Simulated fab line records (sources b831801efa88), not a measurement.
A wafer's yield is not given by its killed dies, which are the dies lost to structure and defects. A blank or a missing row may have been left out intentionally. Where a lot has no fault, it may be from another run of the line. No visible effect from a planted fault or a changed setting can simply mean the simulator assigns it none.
fab line records    flow sky130
record: lots: 24  wafers: 72  last-day: 50
route steps=708 shown METAL3@535 VIA3@594 CAP2M@604 METAL4@632 METAL5@662
lots untouched by any fault: they come from a run of this same line in which no faults occurred
start-h: the number of hours between the record's first day and the start of the first shown wafer of the lot    wait-h: hours from the lot's prior step to this one    " repeats the value in the row above    L1.1+2: several wafers, shown together as one row    - value missing, or start not given    * or withheld: withheld    < > ~ a bound
route shown NAME@n: names a module that has steps shown in the file, with the first one's number in the route    usual: the fault-free wafers' mean and standard deviation    same: alike in all rows    chamber/n: place in a boat    sites: readings site by site    _std_site: standard deviation across them    _edge_site: mean of outer sites minus mean of inner sites    radius-mm: for every site, how far away it sits from the centre of the wafer    mask NAME#n: copy n    behind: the last tool/chamber to shape the wafer    hold: why the lot went on hold/how many hours it stayed there/how the hold came to an end    device: whichever transistor did not switch (one of n, p or np)    end of line: tests of these same wafers at the route's end    where a step has no rows: the recipe by itself    killed: not the wafer's yield, but the dies lost to structure and defects at the first sort    map: the dies of a wafer, with x for killed, . for not killed, _ for no die there
set.NAME: the setting as run; set.NAME@STEP: as run at that earlier step    model.NAME: the simulator's own value behind a step, which no gauge read
route steps across a sampled set of lots; one table per step, one row per wafer
services: from which hour (start-h, from the record's first day; less than 0 if before it) a tool's chamber was out of use, for how many hours, and why
== steps ==
step: SKY_METAL3_SPUTTER_03
recipe: material: Ti  target-thk-nm: 5  power-w: 3000  time-s: 3.3  chamber-pressure-pa: 0.4
usual: throttle-valve-pct: 29.7/0.65
lot.wafer  tool            chamber  start-h  wait-h  throttle-valve-pct
L074.1     pvd-sputter-04  -        843.01   0.0     28.8
L074.4     "               -        "        "       29.1
L074.5     "               -        "        "       28.9
L075.1     pvd-sputter-04  -        848.81   0.0     29.1
L075.4     "               -        "        "       30.1
L075.5     "               -        "        "       29.0
L076.2     pvd-sputter-04  -        865.42   0.0     29.1
L076.5     "               -        "        "       29.3
L076.6     "               -        "        "       30.0
L077.1     pvd-sputter-02  -        872.56   0.0     29.9
L077.2     "               -        "        "       28.9
L077.3     "               -        "        "       29.9
L078.2     pvd-sputter-02  -        880.72   0.0     28.6
L078.5     "               -        "        "       29.8
L078.6     "               -        "        "       30.8
L079.1     pvd-sputter-04  -        881.45   0.0     30.5
L079.3     "               -        "        "       30.1
L079.6     "               -        "        "       30.0
L080.3     pvd-sputter-03  -        899.31   0.0     28.8
L080.5     "               -        "        "       29.7
L080.6     "               -        "        "       29.4
L081.1     pvd-sputter-03  -        907.99   0.0     28.8
L081.2     "               -        "        "       29.8
L081.5     "               -        "        "       29.8
L082.3     pvd-sputter-04  -        910.35   0.0     30.5
L082.4     "               -        "        "       30.0
L082.5     "               -        "        "       29.9
L083.1     pvd-sputter-03  -        918.22   0.0     28.8
L083.4     "               -        "        "       30.1
L083.6     "               -        "        "       28.7
L084.1     pvd-sputter-02  -        920.21   0.0     29.0
L084.2     "               -        "        "       30.8
L084.4     "               -        "        "       29.6
L085.3     pvd-sputter-02  -        930.98   0.0     28.8
L085.4     "               -        "        "       30.3
L085.6     "               -        "        "       30.5
L086.1     pvd-sputter-02  -        935.67   0.0     28.9
L086.4     "               -        "        "       30.9
L086.6     "               -        "        "       28.9
L087.1     pvd-sputter-04  -        943.10   0.0     30.6
L087.4     "               -        "        "       30.5
L087.5     "               -        "        "       29.9
L088.2     pvd-sputter-04  -        947.36   0.0     29.1
L088.3     "               -        "        "       30.3
L088.5     "               -        "        "       29.1
L089.1     pvd-sputter-04  -        954.52   0.0     29.2
L089.2     "               -        "        "       29.9
L089.3     "               -        "        "       30.7
L090.1     pvd-sputter-03  -        964.62   0.0     29.4
L090.4     "               -        "        "       30.0
L090.5     "               -        "        "       30.0
L091.1     pvd-sputter-02  -        966.07   0.0     28.9
L091.2     "               -        "        "       29.9
L091.4     "               -        "        "       30.9
L092.1     pvd-sputter-02  -        976.25   0.0     30.2
L092.4     "               -        "        "       29.7
L092.6     "               -        "        "       30.3
L093.2     pvd-sputter-03  -        982.37   0.0     29.5
L093.3     "               -        "        "       29.7
L093.6     "               -        "        "       29.0
L094.1     pvd-sputter-04  -        990.42   0.0     30.5
L094.2     "               -        "        "       29.0
L094.3     "               -        "        "       29.1
L095.1     pvd-sputter-03  -        995.81   0.0     30.0
L095.4     "               -        "        "       29.0
L095.5     "               -        "        "       29.1
L096.2     pvd-sputter-03  -        1002.72  0.0     28.8
L096.3     "               -        "        "       28.8
L096.4     "               -        "        "       30.2
L097.1     pvd-sputter-04  -        1004.77  0.0     29.7
L097.3     "               -        "        "       29.2
L097.4     "               -        "        "       30.3
step: SKY_VIA3_CVD_21
recipe: material: W  target-thk-nm: 390  time-s: 117.31  temp-c: 400  pressure-torr: 40
usual: heater-power-w: 759/20
lot.wafer  tool      chamber  start-h  wait-h  heater-power-w
L074.1     cvd-w-01  1        922.18   0.0     766
L074.4     "         0        "        "       770
L074.5     "         1        "        "       773
L075.1     cvd-w-02  0        927.81   0.0     768
L075.4     "         1        "        "       730
L075.5     "         1        "        "       703
L076.2     cvd-w-02  0        943.62   0.0     769
L076.5     "         1        "        "       707
L076.6     "         0        "        "       764
L077.1     cvd-w-01  1        949.78   0.0     757
L077.2     "         0        "        "       782
L077.3     "         1        "        "       753
L078.2     cvd-w-02  1        957.53   0.0     724
L078.5     "         1        "        "       738
L078.6     "         0        "        "       761
L079.1     cvd-w-01  0        958.77   0.0     773
L079.3     "         1        "        "       772
L079.6     "         1        "        "       743
L080.3     cvd-w-01  1        975.70   0.1     756
L080.5     "         0        "        "       765
L080.6     "         1        "        "       757
L081.1     cvd-w-01  1        984.38   0.0     743
L081.2     "         0        "        "       747
L081.5     "         1        "        "       768
L082.3     cvd-w-01  0        986.93   0.1     755
L082.4     "         1        "        "       766
L082.5     "         1        "        "       750
L083.1     cvd-w-02  1        994.00   0.0     705
L083.4     "         1        "        "       723
L083.6     "         1        "        "       730
L084.1     cvd-w-01  1        996.73   0.0     762
L084.2     "         0        "        "       777
L084.4     "         0        "        "       762
L085.3     cvd-w-01  0        1005.90  0.1     777
L085.4     "         1        "        "       771
L085.6     "         0        "        "       776
L086.1     cvd-w-01  0        1011.36  0.0     763
L086.4     "         1        "        "       771
L086.6     "         1        "        "       768
L087.1     cvd-w-01  1        1018.68  0.0     769
L087.4     "         1        "        "       787
L087.5     "         1        "        "       758
L088.2     cvd-w-01  1        1022.49  0.0     754
L088.3     "         1        "        "       754
L088.5     "         0        "        "       760
L089.1     cvd-w-01  1        1029.58  0.0     765
L089.2     "         0        "        "       775
L089.3     "         1        "        "       745
L090.1     cvd-w-01  0        1039.29  0.0     757
L090.4     "         1        "        "       770
L090.5     "         0        "        "       756
L091.1     cvd-w-01  0        1040.50  0.0     756
L091.2     "         1        "        "       747
L091.4     "         0        "        "       777
L092.1     cvd-w-02  1        1049.25  0.0     722
L092.4     "         0        "        "       786
L092.6     "         1        "        "       707
L093.2     cvd-w-01  0        1055.17  0.0     779
L093.3     "         1        "        "       785
L093.6     "         1        "        "       762
L094.1     cvd-w-02  1        1062.87  0.0     723
L094.2     "         0        "        "       780
L094.3     "         0        "        "       772
L095.1     cvd-w-01  1        1067.16  0.0     766
L095.4     "         1        "        "       762
L095.5     "         0        "        "       785
L096.2     cvd-w-02  1        1074.17  0.0     749
L096.3     "         1        "        "       722
L096.4     "         0        "        "       789
L097.1     cvd-w-02  0        1075.41  0.0     775
L097.3     "         0        "        "       794
L097.4     "         1        "        "       733
step: SKY_VIA3_THK_MEAS_23
recipe: thk-meas-gauge: xrf  reads: W_of_VIA3_CVD_21
usual: VIA3_W_THK: 399/6.2
lot.wafer  tool           chamber  start-h  wait-h  VIA3_W_THK[nm]
L074.1     film-metro-02  -        922.42   0.1     391
L074.4     "              -        "        "       396
L074.5     "              -        "        "       388
L075.1     film-metro-01  -        928.06   0.1     390
L075.4     "              -        "        "       390
L075.5     "              -        "        "       388
L076.2     film-metro-04  -        943.88   0.1     402
L076.5     "              -        "        "       400
L076.6     "              -        "        "       397
L077.1     film-metro-01  -        950.02   0.1     401
L077.2     "              -        "        "       399
L077.3     "              -        "        "       405
L078.2     film-metro-04  -        957.79   0.1     404
L078.5     "              -        "        "       407
L078.6     "              -        "        "       404
L079.1     film-metro-01  -        959.02   0.1     399
L079.3     "              -        "        "       399
L079.6     "              -        "        "       401
L080.3     film-metro-04  -        975.92   0.1     406
L080.5     "              -        "        "       410
L080.6     "              -        "        "       404
L081.1     film-metro-01  -        984.62   0.1     399
L081.2     "              -        "        "       396
L081.5     "              -        "        "       393
L082.3     film-metro-04  -        987.15   0.1     407
L082.4     "              -        "        "       403
L082.5     "              -        "        "       401
L083.1     film-metro-04  -        994.24   0.1     399
L083.4     "              -        "        "       402
L083.6     "              -        "        "       404
L084.1     film-metro-04  -        996.97   0.1     396
L084.2     "              -        "        "       406
L084.4     "              -        "        "       403
L085.3     film-metro-04  -        1006.12  0.1     406
L085.4     "              -        "        "       404
L085.6     "              -        "        "       408
L086.1     film-metro-01  -        1011.61  0.1     393
L086.4     "              -        "        "       387
L086.6     "              -        "        "       393
L087.1     film-metro-04  -        1019.04  0.1     410
L087.4     "              -        "        "       406
L087.5     "              -        "        "       405
L088.2     film-metro-02  -        1022.74  0.1     401
L088.3     "              -        "        "       399
L088.5     "              -        "        "       400
L089.1     film-metro-04  -        1029.94  0.1     407
L089.2     "              -        "        "       405
L089.3     "              -        "        "       406
L090.1     film-metro-02  -        1039.53  0.1     400
L090.4     "              -        "        "       393
L090.5     "              -        "        "       404
L091.1     film-metro-02  -        1040.74  0.1     401
L091.2     "              -        "        "       402
L091.4     "              -        "        "       400
L092.1     film-metro-02  -        1049.50  0.1     394
L092.4     "              -        "        "       393
L092.6     "              -        "        "       398
L093.2     film-metro-01  -        1055.42  0.1     405
L093.3     "              -        "        "       402
L093.6     "              -        "        "       399
L094.1     film-metro-02  -        1063.12  0.1     392
L094.2     "              -        "        "       392
L094.3     "              -        "        "       389
L095.1     film-metro-02  -        1067.40  0.1     393
L095.4     "              -        "        "       396
L095.5     "              -        "        "       389
L096.2     film-metro-04  -        1074.43  0.1     412
L096.3     "              -        "        "       407
L096.4     "              -        "        "       402
L097.1     film-metro-01  -        1075.65  0.1     387
L097.3     "              -        "        "       392
L097.4     "              -        "        "       393
step: SKY_CAP2M_THK_MEAS_01
recipe: reads: SiO2_of_CAP2M_CVD_00
usual: CAP2M_CVD_00_THK: 15.46/0.22
lot.wafer  tool           chamber  start-h  wait-h  CAP2M_CVD_00_THK[nm]
L074.1     film-metro-01  -        922.96   -       15.41
L074.4     "              -        "        "       15.68
L074.5     "              -        "        "       15.56
L075.1     film-metro-01  -        928.59   -       15.49
L075.4     "              -        "        "       15.51
L075.5     "              -        "        "       15.73
L076.2     film-metro-03  -        944.41   -       15.24
L076.5     "              -        "        "       15.38
L076.6     "              -        "        "       15.53
L077.1     film-metro-04  -        950.56   -       15.39
L077.2     "              -        "        "       15.34
L077.3     "              -        "        "       15.08
L078.2     film-metro-03  -        958.32   -       15.38
L078.5     "              -        "        "       15.34
L078.6     "              -        "        "       15.37
L079.1     film-metro-04  -        959.55   -       15.63
L079.3     "              -        "        "       15.35
L079.6     "              -        "        "       15.94
L080.3     film-metro-03  -        976.66   -       15.52
L080.5     "              -        "        "       15.49
L080.6     "              -        "        "       15.61
L081.1     film-metro-03  -        985.17   -       15.33
L081.2     "              -        "        "       15.29
L081.5     "              -        "        "       15.37
L082.3     film-metro-03  -        987.69   -       15.37
L082.4     "              -        "        "       15.42
L082.5     "              -        "        "       15.68
L083.1     film-metro-01  -        994.92   -       15.49
L083.4     "              -        "        "       15.71
L083.6     "              -        "        "       15.68
L084.1     film-metro-03  -        997.51   -       15.09
L084.2     "              -        "        "       14.95
L084.4     "              -        "        "       15.31
L085.3     film-metro-03  -        1006.70  -       15.51
L085.4     "              -        "        "       15.65
L085.6     "              -        "        "       15.69
L086.1     film-metro-04  -        1012.14  -       15.09
L086.4     "              -        "        "       15.54
L086.6     "              -        "        "       15.55
L087.1     film-metro-04  -        1019.58  -       15.49
L087.4     "              -        "        "       15.84
L087.5     "              -        "        "       15.83
L088.2     film-metro-04  -        1023.29  -       15.37
L088.3     "              -        "        "       15.62
L088.5     "              -        "        "       15.59
L089.1     film-metro-04  -        1030.47  -       15.49
L089.2     "              -        "        "       15.43
L089.3     "              -        "        "       15.47
L090.1     film-metro-04  -        1040.07  -       15.13
L090.4     "              -        "        "       15.25
L090.5     "              -        "        "       15.33
L091.1     film-metro-04  -        1041.28  -       15.42
L091.2     "              -        "        "       15.01
L091.4     "              -        "        "       15.46
L092.1     film-metro-01  -        1050.03  -       15.09
L092.4     "              -        "        "       15.38
L092.6     "              -        "        "       15.40
L093.2     film-metro-03  -        1055.96  -       15.46
L093.3     "              -        "        "       15.66
L093.6     "              -        "        "       15.68
L094.1     film-metro-04  -        1063.65  -       15.56
L094.2     "              -        "        "       15.42
L094.3     "              -        "        "       15.54
L095.1     film-metro-03  -        1067.95  -       15.36
L095.4     "              -        "        "       15.54
L095.5     "              -        "        "       15.35
L096.2     film-metro-04  -        1074.96  -       15.31
L096.3     "              -        "        "       15.40
L096.4     "              -        "        "       15.81
L097.1     film-metro-01  -        1076.33  -       15.28
L097.3     "              -        "        "       15.41
L097.4     "              -        "        "       15.64
step: SKY_METAL4_ETCH_16
recipe: chemistry: N2/H2  target: BARC  ion-energy-ev: 200  bias-w: 100  pressure-mtorr: 30  n2-flow-sccm: 100  h2-flow-sccm: 200  icp-w: 500  stop-on: SiO2  time-s: 88.2  target-depth-a: 600
usual: drypump-motor-current-A: 5.7/0.47  h2-flow-sccm: 199.9/0.54  oes-product-au: 0.626/0.0047  throttle-valve-pct: 13.205/0.0095
lot.wafer  tool          chamber  start-h  wait-h  drypump-motor-current-A  h2-flow-sccm  oes-product-au  rf-hours-counter-h  throttle-valve-pct
L074.1     rie-metal-03  1        972.40   0.0     6.5                      200.2         0.634           12                  13.198
L074.4     "             1        "        "       6.5                      200.2         0.631           -                   13.207
L074.5     "             0        "        "       5.5                      199.0         0.625           -                   13.204
L075.1     rie-metal-03  1        978.24   0.0     6.4                      200.0         0.624           12                  13.214
L075.4     "             0        "        "       5.5                      200.6         0.625           -                   13.219
L075.5     "             0        "        "       5.5                      200.6         0.624           -                   13.209
L076.2     rie-metal-04  1        994.00   0.0     5.7                      199.3         0.622           11                  13.201
L076.5     "             0        "        "       5.1                      198.6         0.626           -                   13.210
L076.6     "             1        "        "       5.7                      199.9         0.617           -                   13.203
L077.1     rie-metal-03  0        999.99   0.0     5.5                      200.4         0.624           17                  13.218
L077.2     "             1        "        "       6.4                      199.9         0.630           13                  13.189
L077.3     "             0        "        "       5.5                      200.9         0.617           -                   13.210
L078.2     rie-metal-04  1        1007.41  0.0     5.7                      198.7         0.621           12                  13.205
L078.5     "             1        "        "       5.7                      199.3         0.631           -                   13.206
L078.6     "             0        "        "       5.1                      199.1         0.629           -                   13.214
L079.1     rie-metal-02  0        1008.15  0.0     6.2                      199.9         0.620           17                  13.210
L079.3     "             0        "        "       6.2                      200.3         0.630           -                   13.215
L079.6     "             0        "        "       6.2                      200.3         0.626           -                   13.227
L080.3     rie-metal-03  1        1025.13  0.0     6.4                      199.6         0.630           -                   13.214
L080.5     "             1        "        "       6.5                      199.8         0.615           -                   13.208
L080.6     "             0        "        "       5.5                      200.8         0.629           -                   13.209
L081.1     rie-metal-03  1        1033.00  0.0     6.5                      200.5         0.622           15                  13.209
L081.2     "             0        "        "       5.5                      199.4         0.623           19                  13.220
L081.5     "             0        "        "       5.5                      199.9         0.630           -                   13.204
L082.3     rie-metal-04  0        1035.28  0.0     5.1                      200.2         0.625           -                   13.214
L082.4     "             1        "        "       5.7                      200.7         0.628           -                   13.220
L082.5     "             1        "        "       5.7                      200.3         0.628           -                   13.203
L083.1     rie-metal-04  0        1041.19  0.0     5.1                      199.4         0.627           19                  13.208
L083.4     "             0        "        "       5.1                      199.8         0.629           -                   13.215
L083.6     "             0        "        "       5.1                      199.7         0.629           -                   13.194
L084.1     rie-metal-04  0        1044.09  0.0     5.1                      200.4         0.627           19                  13.197
L084.2     "             1        "        "       5.7                      200.2         0.629           14                  13.193
L084.4     "             1        "        "       5.7                      199.9         0.617           -                   13.205
L085.3     rie-metal-04  1        1052.63  0.0     5.7                      199.8         0.632           -                   13.199
L085.4     "             0        "        "       5.1                      201.0         0.617           -                   13.216
L085.6     "             1        "        "       5.7                      200.2         0.628           -                   13.189
L086.1     rie-metal-04  0        1058.15  0.0     5.1                      199.5         0.623           20                  13.229
L086.4     "             0        "        "       5.1                      199.4         0.629           -                   13.195
L086.6     "             0        "        "       5.1                      199.8         0.622           -                   13.208
L087.1     rie-metal-02  0        1064.90  0.0     6.2                      200.4         0.628           21                  13.200
L087.4     "             0        "        "       6.2                      201.0         0.625           -                   13.213
L087.5     "             0        "        "       6.2                      199.9         0.624           -                   13.200
L088.2     rie-metal-02  0        1067.65  0.0     6.2                      200.0         0.632           21                  13.205
L088.3     "             1        "        "       5.8                      199.9         0.612           -                   13.203
L088.5     "             1        "        "       5.8                      199.9         0.618           -                   13.202
L089.1     rie-metal-02  1        1074.95  0.0     5.8                      199.9         0.621           16                  13.212
L089.2     "             0        "        "       6.2                      200.2         0.625           22                  13.199
L089.3     "             1        "        "       5.8                      199.6         0.625           -                   13.193
L090.1     rie-metal-03  0        1083.64  0.0     5.5                      200.2         0.634           22                  13.204
L090.4     "             1        "        "       6.5                      199.5         0.630           -                   13.203
L090.5     "             1        "        "       6.4                      199.6         0.630           -                   13.211
L091.1     rie-metal-03  1        1085.00  0.0     6.5                      199.9         0.627           19                  13.201
L091.2     "             0        "        "       5.5                      200.6         0.627           22                  13.220
L091.4     "             1        "        "       6.5                      199.5         0.629           -                   13.216
L092.1     rie-metal-02  1        1092.80  0.0     5.8                      200.0         0.626           18                  13.198
L092.4     "             1        "        "       5.7                      199.4         0.626           -                   13.208
L092.6     "             1        "        "       5.8                      199.2         0.627           -                   13.217
L093.2     rie-metal-04  1        1097.90  0.0     5.7                      199.9         0.632           18                  13.193
L093.3     "             1        "        "       5.7                      200.0         0.632           -                   13.203
L093.6     "             1        "        "       5.7                      199.9         0.622           -                   13.194
L094.1     rie-metal-04  0        1105.05  0.0     5.1                      200.0         0.625           23                  13.206
L094.2     "             1        "        "       5.7                      199.7         0.621           18                  13.189
L094.3     "             0        "        "       5.1                      200.0         0.623           -                   13.213
L095.1     rie-metal-04  1        1110.19  0.0     5.7                      200.6         0.627           18                  13.193
L095.4     "             1        "        "       5.7                      199.8         0.622           -                   13.197
L095.5     "             0        "        "       5.1                      199.4         0.622           -                   13.179
L096.2     rie-metal-03  1        1116.30  0.1     6.5                      199.0         0.628           -                   13.209
L096.3     "             1        "        "       6.5                      199.4         0.626           -                   13.208
L096.4     "             1        "        "       6.4                      200.0         0.629           -                   13.212
L097.1     rie-metal-04  1        1118.30  0.0     5.7                      200.1         0.629           19                  13.200
L097.3     "             1        "        "       5.7                      200.7         0.628           -                   13.215
L097.4     "             0        "        "       5.1                      199.5         0.627           -                   13.209
step: SKY_METAL5_SPUTTER_01
recipe: material: TiN  target-thk-nm: 20  power-w: 6500  time-s: 16.17  chamber-pressure-pa: 0.4
usual: throttle-valve-pct: 29.9/0.98
lot.wafer  tool            chamber  start-h  wait-h  throttle-valve-pct
L074.1     pvd-sputter-04  -        999.25   0.0     30.7
L074.4     "               -        "        "       29.3
L074.5     "               -        "        "       30.7
L075.1     pvd-sputter-01  -        1004.90  0.0     32.4
L075.4     "               -        "        "       28.4
L075.5     "               -        "        "       29.6
L076.2     pvd-sputter-02  -        1020.66  0.0     30.1
L076.5     "               -        "        "       28.8
L076.6     "               -        "        "       30.2
L077.1     pvd-sputter-01  -        1026.62  0.0     29.4
L077.2     "               -        "        "       31.9
L077.3     "               -        "        "       28.5
L078.2     pvd-sputter-01  -        1033.49  0.0     32.2
L078.5     "               -        "        "       29.8
L078.6     "               -        "        "       28.7
L079.1     pvd-sputter-04  -        1033.95  0.0     29.9
L079.3     "               -        "        "       29.2
L079.6     "               -        "        "       30.5
L080.3     pvd-sputter-01  -        1050.43  0.0     29.5
L080.5     "               -        "        "       32.3
L080.6     "               -        "        "       29.4
L081.1     pvd-sputter-04  -        1057.93  0.0     29.9
L081.2     "               -        "        "       28.9
L081.5     "               -        "        "       30.1
L082.3     pvd-sputter-02  -        1059.69  0.0     28.7
L082.4     "               -        "        "       29.9
L082.5     "               -        "        "       30.5
L083.1     pvd-sputter-02  -        1065.44  0.0     28.9
L083.4     "               -        "        "       30.7
L083.6     "               -        "        "       30.0
L084.1     pvd-sputter-02  -        1068.67  0.0     30.9
L084.2     "               -        "        "       29.0
L084.4     "               -        "        "       30.0
L085.3     pvd-sputter-02  -        1076.25  0.0     30.9
L085.4     "               -        "        "       29.0
L085.6     "               -        "        "       30.3
L086.1     pvd-sputter-02  -        1082.07  0.0     30.9
L086.4     "               -        "        "       29.8
L086.6     "               -        "        "       29.7
L087.1     pvd-sputter-04  -        1088.29  0.0     29.2
L087.4     "               -        "        "       28.9
L087.5     "               -        "        "       29.0
L088.2     pvd-sputter-04  -        1091.10  0.0     29.2
L088.3     "               -        "        "       30.5
L088.5     "               -        "        "       28.9
L089.1     pvd-sputter-04  -        1098.28  0.0     29.7
L089.2     "               -        "        "       30.3
L089.3     "               -        "        "       29.1
L090.1     pvd-sputter-01  -        1107.07  0.0     28.4
L090.4     "               -        "        "       29.5
L090.5     "               -        "        "       29.8
L091.1     pvd-sputter-02  -        1108.13  0.0     30.2
L091.2     "               -        "        "       29.0
L091.4     "               -        "        "       30.9
L092.1     pvd-sputter-04  -        1114.85  0.0     30.1
L092.4     "               -        "        "       30.3
L092.6     "               -        "        "       29.2
L093.2     pvd-sputter-01  -        1121.80  0.0     32.2
L093.3     "               -        "        "       29.5
L093.6     "               -        "        "       28.5
L094.1     pvd-sputter-02  -        1128.05  0.0     28.7
L094.2     "               -        "        "       29.9
L094.3     "               -        "        "       31.1
L095.1     pvd-sputter-02  -        1132.46  0.0     28.8
L095.4     "               -        "        "       30.4
L095.5     "               -        "        "       31.0
L096.2     pvd-sputter-04  -        1138.31  0.0     30.4
L096.3     "               -        "        "       29.2
L096.4     "               -        "        "       29.0
L097.1     pvd-sputter-01  -        1140.47  0.0     29.9
L097.3     "               -        "        "       32.2
L097.4     "               -        "        "       28.3
== services ==
tool            chamber  start-h  hours  kind
pvd-sputter-03  -        822.34   6.6    repair
rie-metal-02    -        824.98   2.8    pm
rie-metal-02    -        831.19   0.7    repair
pvd-sputter-02  -        837.70   4.5    repair
pvd-sputter-02  -        839.46   16.7   repair
pvd-sputter-02  -        875.26   0.9    repair
pvd-sputter-02  -        899.75   14.9   repair
cvd-w-02        -        904.00   14.0   pm
rie-metal-03    -        916.14   14.6   pm
pvd-sputter-04  3        938.79   -      consumable-replace:kit
pvd-sputter-04  3        938.79   18.0   scheduled-down
pvd-sputter-04  3        938.79   18.0   vent-cycle
cvd-w-01        -        942.87   1.1    repair
pvd-sputter-04  -        957.61   5.4    repair
pvd-sputter-02  -        977.21   2.0    repair
pvd-sputter-04  -        1001.08  3.2    repair
cvd-w-01        0        1014.71  5.1    repair
rie-metal-04    1        1017.20  1.5    repair
pvd-sputter-04  2        1061.42  -      consumable-replace:kit
pvd-sputter-04  2        1061.42  18.0   scheduled-down
pvd-sputter-03  -        1083.21  2.2    repair
pvd-sputter-03  -        1091.29  7.5    repair
pvd-sputter-01  -        1097.83  2.6    repair
pvd-sputter-03  -        1121.59  2.4    repair
== key ==
fault none
